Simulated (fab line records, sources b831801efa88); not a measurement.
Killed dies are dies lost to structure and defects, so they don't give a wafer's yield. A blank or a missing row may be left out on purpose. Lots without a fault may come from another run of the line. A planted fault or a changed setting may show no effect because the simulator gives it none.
fab line records | flow sky130
record lots=6 wafers=18 last_day=50
route steps=708 shown SONOS_ONO@176 GATE_OXIDE@187 POLY_GATE@204 PAD_OPEN@708
lots that met no fault: from a run of the same line without faults
start_h: hours from the record's first day to the start of the lot's first wafer shown | wait_h: hours since the lot's step before | " the same as in the row above | L1.1+2: a row that stands for several wafers | - no value, or no start given | * or withheld: withheld | < > ~ a bound
route shown NAME@n: a module of which the file shows steps, and the number in the route of the first | usual: mean/standard deviation of fault-free wafers | same: alike in all rows | chamber/n: place in a boat | sites: the reading at each site | _std_site: their standard deviation | _edge_site: outer sites' mean less inner sites' | radius_mm: how far each site lies from the wafer's centre | mask NAME#n: copy n | behind: the tool/chamber that last shaped the wafer | hold: why the lot was held/for how many hours/how that ended | device: the transistor (n, p or np) that didn't switch | end of line: the same wafers' tests at the end of the route | a step without rows: its recipe alone | killed: dies lost to structure and defects at the first sort, not the wafer's yield | map: a wafer's dies, x killed, . not, _ none there
set.NAME: the setting as run; set.NAME@STEP: as run at that earlier step | model.NAME: the simulator's own value behind a step, which no gauge read
lots at some steps of the route; a table a step, a row a wafer
services: from which hour (start_h, from the record's first day; less than 0 if before it) a tool's chamber was out of use, for how many hours, and why
## steps
# step SKY_SONOS_ONO_COAT_08
# recipe resist=NOVOLAK spin_rpm=3000 resist_thk_nm=1140
# step SKY_SONOS_ONO_SOFTBAKE_09
# recipe temp_c=90 time_s=60 resist=NOVOLAK
# step SKY_SONOS_ONO_EXPOSE_10
# recipe mask_id=ONOM target_cd_nm=410 na=0.6 source_shape=conventional sigma_outer=0.6 dose_mj=150
# step SKY_SONOS_ONO_PEB_11
# recipe temp_c=withheld time_s=* resist=NOVOLAK
# step SKY_SONOS_ONO_DEVELOP_12
# recipe develop_time_s=60 dev_temp_c=23
# step SKY_SONOS_ONO_CD_MEAS_13
# recipe target_cd_nm=410
# usual cd_nm=410.0/2.1
# columns lot.wafer tool chamber start_h wait_h cd_nm
L458.4 cd_sem-01 - 311.32 0.1 409.1
L458.5 " - " " 407.7
L458.6 " - " " 408.6
L461.1 cd_sem-02 - 329.81 0.1 412.8
L461.3 " - " " 411.5
L461.4 " - " " 410.3
L462.1 cd_sem-01 - 338.52 0.1 412.0
L462.3 " - " " 412.0
L462.5 " - " " 411.3
L466.1 cd_sem-01 - 366.31 0.1 412.3
L466.2 " - " " 412.4
L466.6 " - " " 411.9
L473.1 cd_sem-01 - 426.66 0.3 409.9
L473.5 " - " " 412.9
L473.6 " - " " 413.6
L478.1 cd_sem-01 - 468.17 0.1 406.7
L478.4 " - " " 405.1
L478.6 " - " " 406.6
# step SKY_SONOS_ONO_OVL_MEAS_14
# usual SONOS_ONO_OVL=0.6/1.4
# columns lot.wafer tool chamber start_h wait_h SONOS_ONO_OVL[nm]
L458.4 overlay-01 - 311.40 0.1 -0.3
L458.5 " - " " -0.3
L458.6 " - " " -0.6
L461.1 overlay-02 - 329.93 0.1 0.2
L461.3 " - " " 0.0
L461.4 " - " " -1.7
L462.1 overlay-01 - 338.64 0.1 1.2
L462.3 " - " " 1.0
L462.5 " - " " 3.0
L466.1 overlay-01 - 366.43 0.1 0.2
L466.2 " - " " 0.1
L466.6 " - " " 0.8
L473.1 overlay-02 - 426.78 0.1 0.8
L473.5 " - " " 1.3
L473.6 " - " " 2.4
L478.1 overlay-02 - 468.29 0.1 -0.9
L478.4 " - " " 1.4
L478.6 " - " " -2.7
# step SKY_SONOS_ONO_ETCH_15
# recipe target_depth_nm=19.52 chemistry=CHF3/O2 source_w=600 bias_w=200 pressure_mtorr=40 chf3_flow_sccm=50 O2_flow_sccm=5 time_s=7.8
# usual drypump_motor_current_A=5.5/0.4 oes_product_au=1.001/0.017 throttle_valve_pct=8.825/0.01
# columns lot.wafer tool chamber start_h wait_h drypump_motor_current_A oes_product_au rf_hours_counter_h throttle_valve_pct
L458.4 rie_diel-04 2 311.43 0.0 5.2 0.998 - 8.816
L458.5 " 3 " " 5.3 1.022 - 8.839
L458.6 " 0 " " 5.9 0.995 - 8.825
L461.1 rie_diel-01 2 329.97 0.0 5.4 0.978 93 8.818
L461.3 " 1 " " 5.0 0.983 34 8.829
L461.4 " 3 " " 6.2 0.986 - 8.824
L462.1 rie_diel-02 3 338.68 0.0 5.7 1.025 105 8.824
L462.3 " 1 " " 5.2 1.001 50 8.833
L462.5 " 1 " " 5.2 1.007 - 8.832
L466.1 rie_diel-04 1 366.47 0.0 5.4 0.984 1 8.819
L466.2 " 2 " " 5.2 1.007 88 8.820
L466.6 " 2 " " 5.2 1.016 - 8.838
L473.1 rie_diel-01 0 426.82 0.0 5.5 1.013 59 8.833
L473.5 " 2 " " 5.4 0.984 - 8.830
L473.6 " 1 " " 5.0 0.971 - 8.820
L478.1 rie_diel-01 3 468.33 0.0 6.2 0.982 16 8.838
L478.4 " 1 " " 5.0 0.960 38 8.820
L478.6 " 1 " " 5.0 0.969 - 8.814
# step SKY_SONOS_ONO_WET_ETCH_16
# recipe chemistry=dHF target_depth_nm=14 dry=n2_spin target=SiO2 dilution=100:1 temp_c=25 time_s=280
# step SKY_SONOS_ONO_STRIP_17
# recipe chemistry=O2/N2 power_w=1400 pressure_mtorr=1500 platen_temp_c=withheld o2_flow_sccm=3000 n2_flow_sccm=300 overash_fraction=0.5
# usual drypump_motor_current_A=5.7/0.47 oes_product_au=0.710/0.0047 strip_time_to_endpoint_s=14.11/0.052
# columns lot.wafer tool chamber start_h wait_h drypump_motor_current_A oes_product_au rf_hours_counter_h strip_time_to_endpoint_s
L458.4 plasma_asher-02 0 311.56 0.0 5.7 0.703 - 14.17
L458.5 " 0 " " 5.7 0.708 - 14.16
L458.6 " 1 " " 5.7 0.706 - 14.12
L461.1 plasma_asher-04 0 330.07 0.0 6.6 0.712 51 14.17
L461.3 " 0 " " 6.6 0.719 - 14.14
L461.4 " 1 " " 5.4 0.712 - 14.10
L462.1 plasma_asher-02 0 338.78 0.0 5.7 0.711 65 14.03
L462.3 " 1 " " 5.8 0.704 - 14.07
L462.5 " 0 " " 5.7 0.711 - 14.08
L466.1 plasma_asher-04 1 366.58 0.0 5.4 0.710 54 14.04
L466.2 " 0 " " 6.6 0.707 54 14.10
L466.6 " 1 " " 5.4 0.711 - 14.09
L473.1 plasma_asher-04 0 426.92 0.0 6.6 0.719 60 14.09
L473.5 " 1 " " 5.4 0.717 - 14.09
L473.6 " 0 " " 6.6 0.714 - 14.12
L478.1 plasma_asher-02 0 468.43 0.0 5.7 0.703 79 14.05
L478.4 " 1 " " 5.7 0.707 - 14.06
L478.6 " 0 " " 5.7 0.707 - 14.10
# step SKY_SONOS_ONO_WET_ETCH_18
# recipe chemistry=H3PO4 target_depth_nm=15 target=Si3N4 temp_c=160 time_s=172
# step SKY_GATE_OXIDE_CLEAN_00
# recipe chemistry=SC1/SC2 mix=1:4:20 temp_c=70 time_s=150 dry=n2_spin
# step SKY_GATE_OXIDE_OXIDATION_01
# recipe temp_c=900 ambient=O2 stabilise_s=600 purge_s=300 target_thk_a=102.68 ox_time_s=1473
# usual spike_tc_bottom_C=919.1/1 spike_tc_top_C=913.9/1.3 tube_center_temp_C_max=902.3/0.37
# same purge_s=300
# columns lot.wafer tool chamber start_h wait_h spike_tc_bottom_C spike_tc_top_C tube_center_temp_C_max
L458.4 furnace-02 0 311.89 0.1 919.4 912.0 901.7
L458.5 " 0 " " 920.7 912.3 902.3
L458.6 " 0 " " 918.8 911.8 902.5
L461.1 furnace-01 0 331.20 0.9 918.5 915.9 902.7
L461.3 " 0 " " 917.6 915.3 901.8
L461.4 " 0 " " 918.8 913.7 901.8
L462.1 furnace-01 0 339.85 0.9 918.9 914.9 902.5
L462.3 " 0 " " 918.0 913.5 901.9
L462.5 " 0 " " 918.8 915.2 902.5
L466.1 furnace-02 0 366.80 0.0 918.7 912.7 902.3
L466.2 " 0 " " 918.5 912.3 902.1
L466.6 " 0 " " 919.4 913.4 902.6
L466.1 furnace-01 0 369.15 0.9 919.5 916.1 902.6
L466.2 " 0 " " 917.3 915.1 902.2
L466.6 " 0 " " 919.3 916.5 902.5
L473.1 furnace-02 0 429.09 2.0 920.4 913.9 902.6
L473.5 " 0 " " 917.8 913.2 902.4
L473.6 " 0 " " 919.8 913.2 902.4
L473.1 furnace-02 0 431.68 1.2 918.1 912.3 902.1
L473.5 " 0 " " 919.4 914.8 901.9
L473.6 " 0 " " 919.2 913.2 902.4
L478.1 furnace-01 0 472.19 3.5 918.0 915.0 902.3
L478.4 " 0 " " 918.7 914.3 901.8
L478.6 " 0 " " 919.4 915.9 902.4
# step SKY_GATE_OXIDE_THK_MEAS_02
# recipe reads=SiO2_of_GATE_OXIDE_OXIDATION_01
# usual GATE_OXIDE_OXIDATION_00_THK=10.21/0.23
# columns lot.wafer tool chamber start_h wait_h GATE_OXIDE_OXIDATION_00_THK[nm]
L458.4 film_metro-02 - 313.33 0.0 10.50
L458.5 " - " " 10.42
L458.6 " - " " 10.25
L461.1 film_metro-02 - 332.61 0.0 10.18
L461.3 " - " " 10.17
L461.4 " - " " 10.16
L462.1 film_metro-02 - 341.25 0.0 10.14
L462.3 " - " " 10.19
L462.5 " - " " 10.34
L466.1 film_metro-04 - 370.56 0.0 16.44
L466.2 " - " " 16.72
L466.6 " - " " 16.50
L473.1 film_metro-03 - 433.08 0.0 15.70
L473.5 " - " " 15.82
L473.6 " - " " 15.93
L478.1 film_metro-04 - 473.59 0.0 10.16
L478.4 " - " " 10.15
L478.6 " - " " 10.13
# step SKY_GATE_OXIDE_DEHYDRATE_03
# recipe temp_c=200 time_s=60
# step SKY_GATE_OXIDE_HMDS_04
# recipe prime_time_s=60 prime_temp_c=120
# step SKY_GATE_OXIDE_COAT_05
# recipe resist=NOVOLAK spin_rpm=3000 resist_thk_nm=1140
# step SKY_GATE_OXIDE_SOFTBAKE_06
# recipe temp_c=90 time_s=60 resist=NOVOLAK
# step SKY_GATE_OXIDE_EXPOSE_07
# recipe mask_id=LVOM na=0.6 source_shape=conventional sigma_outer=0.6 polarization=unpolarized target_cd_nm=600 dose_mj=170
# step SKY_GATE_OXIDE_PEB_08
# recipe temp_c=withheld time_s=* resist=NOVOLAK
# step SKY_GATE_OXIDE_DEVELOP_09
# recipe resist=NOVOLAK developer=TMAH develop_time_s=60 dev_temp_c=23
# step SKY_GATE_OXIDE_OVL_MEAS_10
# usual GATE_OXIDE_OVL=-1.3/1.2
# columns lot.wafer tool chamber start_h wait_h GATE_OXIDE_OVL[nm]
L458.4 overlay-01 - 340.27 0.1 0.3
L458.5 " - " " -2.1
L458.6 " - " " -1.3
L461.1 overlay-02 - 359.35 0.1 -0.1
L461.3 " - " " 0.0
L461.4 " - " " 0.9
L462.1 overlay-01 - 369.21 0.1 -2.2
L462.3 " - " " -1.2
L462.5 " - " " -0.7
L466.1 overlay-01 - 396.21 0.1 1.7
L466.2 " - " " -0.6
L466.6 " - " " -0.3
L473.1 overlay-02 - 461.85 0.1 -2.7
L473.5 " - " " -1.3
L473.6 " - " " -1.6
L478.1 overlay-02 - 504.30 0.1 -0.1
L478.4 " - " " -0.7
L478.6 " - " " -0.3
# step SKY_GATE_OXIDE_IMPLANT_11
# recipe species=B energy_kev=10 dose_cm2=2.6e+12 tilt_deg=withheld
# step SKY_GATE_OXIDE_WET_ETCH_12
# recipe chemistry=dHF target_depth_nm=16.8 dry=n2_spin target=SiO2 dilution=100:1 temp_c=25 time_s=336
# step SKY_GATE_OXIDE_STRIP_13
# recipe chemistry=O2/N2 power_w=1400 pressure_mtorr=1500 platen_temp_c=withheld o2_flow_sccm=3000 n2_flow_sccm=300 overash_fraction=0.5
# usual drypump_motor_current_A=5.7/0.6 oes_product_au=0.715/0.0047 strip_time_to_endpoint_s=14.19/0.033
# columns lot.wafer tool chamber start_h wait_h drypump_motor_current_A oes_product_au rf_hours_counter_h strip_time_to_endpoint_s
L458.4 plasma_asher-04 1 340.57 0.0 5.4 0.724 - 14.27
L458.5 " 1 " " 5.4 0.711 - 14.22
L458.6 " 0 " " 6.6 0.709 - 14.24
L461.1 plasma_asher-01 1 359.64 0.0 4.9 0.720 68 14.25
L461.3 " 1 " " 4.9 0.716 - 14.23
L461.4 " 0 " " 5.7 0.721 - 14.21
L462.1 plasma_asher-04 0 369.52 0.0 6.6 0.710 55 14.22
L462.3 " 0 " " 6.6 0.719 - 14.21
L462.5 " 1 " " 5.4 0.712 - 14.21
L466.1 plasma_asher-01 1 396.51 0.0 5.0 0.706 72 14.20
L466.2 " 0 " " 5.7 0.711 72 14.18
L466.6 " 1 " " 5.0 0.712 - 14.13
L473.1 plasma_asher-03 0 462.26 0.0 6.1 0.712 32 14.14
L473.5 " 0 " " 6.1 0.718 - 14.13
L473.6 " 1 " " 5.1 0.715 - 14.12
L478.1 plasma_asher-04 1 504.59 0.0 5.3 0.715 68 14.23
L478.4 " 0 " " 6.6 0.713 - 14.23
L478.6 " 1 " " 5.4 0.715 - 14.19
# step SKY_GATE_OXIDE_TW_MEAS_14
# usual GATE_OXIDE_TW=223.5/2
# columns lot.wafer tool chamber start_h wait_h GATE_OXIDE_TW
L458.4 film_metro-03 - 340.67 0.1 224.8
L458.5 " - " " 223.5
L458.6 " - " " 224.5
L461.1 film_metro-02 - 359.74 0.1 222.3
L461.3 " - " " 223.3
L461.4 " - " " 223.2
L462.1 film_metro-03 - 369.62 0.1 224.9
L462.3 " - " " 227.2
L462.5 " - " " 226.6
L466.1 film_metro-03 - 396.61 0.1 224.3
L466.2 " - " " 225.5
L466.6 " - " " 224.7
L473.1 film_metro-02 - 462.36 0.1 223.1
L473.5 " - " " 224.0
L473.6 " - " " 224.5
L478.1 film_metro-03 - 504.69 0.1 224.8
L478.4 " - " " 224.9
L478.6 " - " " 225.6
# step SKY_GATE_OXIDE_CLEAN_15
# recipe chemistry=SC1/SC2 mix=1:4:20 temp_c=70 time_s=150 dry=n2_spin
# usual bath_guard_temp_C=70.2/0.51 bath_heat_duty_pct=13.6/1.3 temp_c=70.00/0.12
# columns lot.wafer tool chamber start_h wait_h bath_guard_temp_C bath_heat_duty_pct temp_c model.SiO2_of_GATE_OXIDE_OXIDATION_01.thk_nm
L458.4 wet_bench-04 2 340.70 0.0 69.5 14.3 69.95 10.14
L458.5 " 2 " " 69.6 13.8 69.98 10.1
L458.6 " 2 " " 69.6 12.0 69.98 9.907
L461.1 wet_bench-04 2 359.80 0.1 69.9 13.3 70.04 9.826
L461.3 " 2 " " 69.8 12.3 69.96 9.844
L461.4 " 2 " " 69.6 12.3 69.98 9.772
L462.1 wet_bench-02 3 369.68 0.1 70.7 12.1 69.94 9.825
L462.3 " 3 " " 70.7 12.7 69.82 9.873
L462.5 " 3 " " 70.4 12.7 69.78 10.03
L466.1 wet_bench-03 0 396.67 0.1 69.7 11.9 70.15 16.13
L466.2 " 0 " " 69.6 12.7 70.05 16.34
L466.6 " 0 " " 70.1 11.6 70.20 16.2
L473.1 wet_bench-04 3 462.42 0.1 69.8 13.2 70.04 15.35
L473.5 " 3 " " 69.7 14.7 70.09 15.5
L473.6 " 3 " " 69.8 14.8 69.88 15.52
L478.1 wet_bench-03 0 504.75 0.1 69.6 13.7 69.98 9.849
L478.4 " 0 " " 70.1 12.6 69.93 9.819
L478.6 " 0 " " 70.0 14.1 69.96 9.755
# step SKY_GATE_OXIDE_OXIDATION_16
# recipe temp_c=800 ambient=O2 idle_temp_c=700 ramp_up_c_per_min=10 ramp_down_c_per_min=3 stabilise_s=600 purge_s=300 target_thk_a=35.7 ox_time_s=1915
# usual spike_tc_bottom_C=820.2/1.1 spike_tc_top_C=815.6/1.6 tube_center_temp_C_max=802.1/0.35
# same purge_s=300
# columns lot.wafer tool chamber start_h wait_h spike_tc_bottom_C spike_tc_top_C tube_center_temp_C_max model.SiO2_of_GATE_OXIDE_OXIDATION_01.thk_nm
L458.4 furnace-01 0 341.25 0.5 821.1 816.5 802.1 11.83
L458.5 " 0 " " 820.9 817.6 802.3 11.78
L458.6 " 0 " " 819.4 817.5 801.7 11.64
L461.1 furnace-02 0 360.96 1.1 821.9 814.0 801.8 11.55
L461.3 " 0 " " 822.5 813.3 802.3 11.55
L461.4 " 0 " " 818.5 815.1 802.0 11.52
L462.1 furnace-02 0 369.74 0.0 820.7 815.4 801.8 11.53
L462.3 " 0 " " 819.7 813.1 802.0 11.58
L462.5 " 0 " " 820.9 814.3 802.4 11.72
L466.1 furnace-02 0 399.90 3.2 820.0 814.7 803.1 17.41
L466.2 " 0 " " 820.2 817.8 801.5 17.61
L466.6 " 0 " " 820.0 815.9 802.0 17.5
L473.1 furnace-01 0 463.97 1.5 819.7 818.1 802.1 16.71
L473.5 " 0 " " 819.1 817.1 801.9 16.9
L473.6 " 0 " " 819.5 815.1 802.3 16.88
L478.1 furnace-01 0 505.50 0.7 820.2 817.7 801.8 11.53
L478.4 " 0 " " 818.2 816.7 801.4 11.53
L478.6 " 0 " " 820.0 817.1 802.6 11.45
# step SKY_POLY_GATE_CVD_00
# recipe material=poly-Si target_thk_nm=180 temp_c=620 time_s=720 pressure_mtorr=200
# step SKY_PAD_OPEN_PROBE_99
# columns lot.wafer tool chamber start_h wait_h model.etest.nfet_16v.r_on_ohm_um model.etest.tip_sonos.rs_ohm_sq model.etest.pfet_16v.r_on_ohm_um model.etest.pfet_g5v0d10v5.r_on_ohm_um model.etest.nfet_g5v0d10v5.r_on_ohm_um model.etest.tip_p.rs_ohm_sq model.etest.nfet_g5v0d10v5.drive_ua_um model.etest.pfet_01v8.r_on_ohm_um
L458.5 prober-01 - 1095.59 0.2 1.449e+04 2640 1.531e+04 4775 1902 6722 599.1 2878
L458.6 prober-01 - 1095.64 0.2 1.452e+04 2653 1.528e+04 4847 1920 6803 598.9 2989
L461.1 prober-02 - 1108.03 0.1 1.401e+04 2665 1.517e+04 4854 1912 6850 600.7 3010
L461.3 prober-02 - 1108.13 0.2 1.396e+04 2642 1.536e+04 4836 1934 6848 602 3002
L461.4 prober-02 - 1108.18 0.2 1.385e+04 2649 1.541e+04 4816 1892 6853 608.6 2982
L462.1 prober-01 - 1115.00 0.1 1.414e+04 2621 1.538e+04 4823 1901 6869 604.2 2998
L462.3 prober-01 - 1115.10 0.2 1.406e+04 2657 1.605e+04 4756 1880 6848 607.8 2943
L462.5 prober-01 - 1115.20 0.2 1.405e+04 2666 1.57e+04 4672 1868 6906 602.3 2898
L466.1 prober-01 - 1137.35 0.1 1.761e+04 5381 1.725e+04 6252 2446 7283 404.6 3192
L466.2 prober-01 - 1137.40 0.1 1.772e+04 5525 1.72e+04 6217 2424 7203 398.5 3055
L466.6 prober-01 - 1137.60 0.2 1.755e+04 5352 1.712e+04 6211 2443 7167 399.9 3168
L473.1 prober-02 - 1174.98 0.1 1.713e+04 4494 1.67e+04 5985 2336 7221 421.9 3082
L473.5 prober-02 - 1175.18 0.2 1.715e+04 4582 1.681e+04 6121 2347 7216 420.1 3119
L473.6 prober-02 - 1175.23 0.2 1.708e+04 4556 1.705e+04 6092 2355 7338 416.7 3166
L478.1 prober-02 - 1197.90 0.1 1.44e+04 2653 1.493e+04 4683 1876 6838 608.8 2847
L478.4 prober-02 - 1198.05 0.2 1.444e+04 2662 1.46e+04 4783 1894 6944 604.5 2893
L478.6 prober-02 - 1198.15 0.2 1.432e+04 2611 1.486e+04 4671 1869 6850 615.4 2876
# killed by level:class
L458.5 CONTACT:geometric_particle:open=12 POLY_GATE:geometric_particle:short=10 LOCAL_INTERCONNECT:geometric_particle:short=8 VIA1:geometric_particle:open=8 LI_CONTACT:geometric_particle:open=7 METAL1:geometric_particle:short=7 VIA3:geometric_particle:open=6 METAL2:geometric_particle:short=5
L458.6 VIA1:geometric_particle:open=12 VIA2:geometric_particle:open=8 CONTACT:geometric_particle:open=8 VIA1:geometric_particle:short=7 CONTACT:geometric_particle:short=7 VIA3:geometric_particle:open=7 LOCAL_INTERCONNECT:geometric_particle:short=6 FIELD_ISO:geometric_particle:short=5
L461.1 CONTACT:geometric_particle:open=12 VIA3:geometric_particle:open=9 VIA2:geometric_particle:open=7 VIA1:geometric_particle:open=7 LOCAL_INTERCONNECT:geometric_particle:short=4 METAL2:geometric_particle:short=4 FIELD_ISO:geometric_particle:short=3 FIELD_ISO:geometric_particle:open=3
L461.3 VIA1:geometric_particle:open=9 CONTACT:geometric_particle:short=8 VIA2:geometric_particle:open=8 CONTACT:geometric_particle:open=7 METAL2:geometric_particle:short=7 LI_CONTACT:geometric_particle:open=6 METAL1:geometric_particle:short=6 VIA3:geometric_particle:open=5
L461.4 CONTACT:geometric_particle:open=9 VIA1:geometric_particle:open=8 METAL2:geometric_particle:short=5 FIELD_ISO:geometric_particle:short=4 POLY_GATE:geometric_particle:short=4 VIA3:geometric_particle:open=4 POLY_GATE:geometric_particle:open=3 LOCAL_INTERCONNECT:geometric_particle:short=3
L462.1 VIA2:geometric_particle:open=13 CONTACT:geometric_particle:open=9 METAL2:geometric_particle:short=6 LI_CONTACT:geometric_particle:open=5 VIA1:geometric_particle:open=5 FIELD_ISO:geometric_particle:open=4 CONTACT:geometric_particle:short=4 METAL1:geometric_particle:short=4
L462.3 VIA1:geometric_particle:open=11 VIA2:geometric_particle:open=7 FIELD_ISO:geometric_particle:short=5 CONTACT:geometric_particle:open=5 CONTACT:geometric_particle:short=4 METAL1:geometric_particle:short=4 FIELD_ISO:geometric_particle:open=3 POLY_GATE:geometric_particle:open=3
L462.5 CONTACT:geometric_particle:open=12 METAL2:geometric_particle:short=8 VIA1:geometric_particle:open=8 CONTACT:geometric_particle:short=7 LI_CONTACT:geometric_particle:open=6 VIA3:geometric_particle:open=6 VIA1:geometric_particle:short=5 VIA2:geometric_particle:open=5
L473.1 LI_CONTACT:geometric_particle:open=10 CONTACT:geometric_particle:open=8 FIELD_ISO:geometric_particle:open=7 FIELD_ISO:geometric_particle:short=7 VIA1:geometric_particle:open=7 LOCAL_INTERCONNECT:geometric_particle:short=5 VIA1:geometric_particle:short=5 VIA2:geometric_particle:open=5
L473.5 VIA1:geometric_particle:open=11 VIA3:geometric_particle:open=8 VIA2:geometric_particle:open=8 POLY_GATE:geometric_particle:open=5 LI_CONTACT:geometric_particle:open=5 CONTACT:geometric_particle:open=5 METAL2:geometric_particle:short=5 LOCAL_INTERCONNECT:geometric_particle:short=4
L473.6 VIA1:geometric_particle:open=13 METAL2:geometric_particle:short=12 CONTACT:geometric_particle:open=10 LI_CONTACT:geometric_particle:open=7 VIA2:geometric_particle:open=7 VIA3:geometric_particle:open=6 FIELD_ISO:geometric_particle:open=5 VIA1:geometric_particle:short=5
L478.1 VIA1:geometric_particle:open=16 LI_CONTACT:geometric_particle:open=12 CONTACT:geometric_particle:open=10 VIA2:geometric_particle:open=7 VIA1:geometric_particle:short=6 METAL1:geometric_particle:short=6 FIELD_ISO:geometric_particle:short=5 LOCAL_INTERCONNECT:geometric_particle:short=5
L478.4 METAL1:geometric_particle:short=12 CONTACT:geometric_particle:open=11 LI_CONTACT:geometric_particle:open=6 VIA2:geometric_particle:open=6 FIELD_ISO:geometric_particle:short=5 CONTACT:geometric_particle:short=5 VIA2:geometric_particle:short=5 FIELD_ISO:geometric_particle:open=4
L478.6 CONTACT:geometric_particle:open=7 POLY_GATE:geometric_particle:short=7 VIA1:geometric_particle:open=7 VIA2:geometric_particle:open=7 VIA3:geometric_particle:open=6 LI_CONTACT:geometric_particle:open=6 METAL2:geometric_particle:short=6 METAL1:geometric_particle:short=4
## services
# columns tool chamber start_h hours kind
rie_diel-04 1 299.33 - clean
furnace-02 - 306.24 3.1 pm
plasma_asher-04 - 323.06 2.0 repair
rie_diel-01 0 323.86 6.7 repair
furnace-02 - 326.69 2.4 pm
rie_diel-01 2 349.04 5.6 repair
furnace-01 - 373.99 5.4 pm
rie_diel-04 1 374.26 95.7 repair
furnace-01 - 388.64 3.1 pm
plasma_asher-01 - 402.99 1.4 repair
rie_diel-01 - 406.00 0.1 repair
furnace-02 - 406.85 14.8 pm
rie_diel-02 1 408.44 15.8 repair
plasma_asher-04 - 413.49 8.0 repair
plasma_asher-01 - 421.25 9.0 pm
wet_bench-04 - 442.98 4.8 repair
furnace-02 - 461.38 13.9 pm
furnace-02 - 475.31 3.5 pm
rie_diel-01 2 478.86 - clean
rie_diel-01 2 478.86 16.8 scheduled_down
rie_diel-01 2 478.86 16.8 vent_cycle
rie_diel-04 2 484.56 5.9 repair
rie_diel-04 1 487.88 3.4 repair
rie_diel-02 2 500.01 72.1 repair
## key
first_sign step=SKY_GATE_OXIDE_OXIDATION_01 reading=visit direction=added
effect step=SKY_GATE_OXIDE_THK_MEAS_02 reading=GATE_OXIDE_OXIDATION_00_THK direction=up sigmas=26 usual=10.21 struck=16.18
model_effect step=SKY_GATE_OXIDE_CLEAN_15 value=SiO2_of_GATE_OXIDE_OXIDATION_01.thk_nm without=9.839 struck=15.84
model_effect step=SKY_GATE_OXIDE_OXIDATION_16 value=SiO2_of_GATE_OXIDE_OXIDATION_01.thk_nm without=11.54 struck=17.17
model_effect step=SKY_PAD_OPEN_PROBE_99 value=etest.nfet_16v.r_on_ohm_um without=1.427e+04 struck=1.737e+04
met_at SKY_GATE_OXIDE_OXIDATION_01
struck_wafers L466.1,L466.2,L466.6,L473.1,L473.5,L473.6
sort_left_out L466.1,L466.2,L466.6
tester_left_out L466,L473
fault kind=repeated_step_whole tool=furnace-01,furnace-02 chamber=- onset_h=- steps=SKY_GATE_OXIDE_OXIDATION_01 times=1 scope=struck_lots_only
# tester_left_out: of these lots the tester's yield and bins aren't shown, on N5 and GAA mostly nor the transistor test; their killed dies are dies lost to structure and defects alone, not to doping, threshold or leakage, so they don't give the yield
# sort_left_out: the simulated sort isn't trusted on such a fault, so these wafers' sort isn't shown, and their yield isn't known
